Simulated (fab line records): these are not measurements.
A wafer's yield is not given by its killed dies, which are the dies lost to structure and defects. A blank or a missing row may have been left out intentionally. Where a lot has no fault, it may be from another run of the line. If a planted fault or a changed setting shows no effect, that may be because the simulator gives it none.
Chamber matching ; flow gf180mcu ; rie-diel-04 running GF_SAB_ETCH_11: 4 sister chambers
The step etches SiO2 in C4F8/O2/Ar, target depth 55 nm, time 8.5 s. 8 wafers are shown with their chamber, then 10 later ones without.

## WAFERS PAIRED WITH THEIR CHAMBERS
wafer;chamber;oes-product-au (a.u.)
L083.3;0;1.013
L084.1;2;0.998
L084.5;2;0.997
L088.1;1;0.999
L088.5;0;1.012
L088.6;3;1.009
L090.3;3;1.022
L090.4;1;1.000

## WAFERS WITH NO CHAMBER GIVEN
wafer;oes-product-au (a.u.)
L090.6;1.019
L091.1;1.007
L091.3;0.998
L091.5;0.987
L093.2;0.995
L093.3;0.993
L093.5;0.999
L096.3;0.984
L096.4;0.996
L096.5;0.997

## WHICH CHAMBER EACH ONE RAN IN
wafer;from the rows above;in truth
L090.6;can't be placed: 3 or 0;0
L091.1;can't be placed: 0 or 1 or 3 or 2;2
L091.3;can't be placed: 2 or 1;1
L091.5;can't be placed: 2 or 1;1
L093.2;can't be placed: 2 or 1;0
L093.3;can't be placed: 2 or 1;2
L093.5;can't be placed: 1 or 2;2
L096.3;can't be placed: 2 or 1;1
L096.4;can't be placed: 2 or 1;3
L096.5;can't be placed: 2 or 1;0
0 of 10 placed correctly. Cannot be placed on the basis of these rows: 10; the candidates contain the true chamber in 7. Placed wrongly: 0.
How it was worked out, from the rows above alone: a wafer's distance from a chamber is the root of the sum, over the readings, of the square of ((its reading less the chamber's mean) divided by the reading's scatter). If the next closest chamber is less than 2 further off than the closest, the wafer can't be placed; otherwise it belongs to the closest. For every chamber, the mean is computed from those of its wafers that are shown. How the scatter is found: for the shown wafers, subtract from each reading the mean of its chamber, square and add these, divide the total by (wafers less chambers), then take the root.
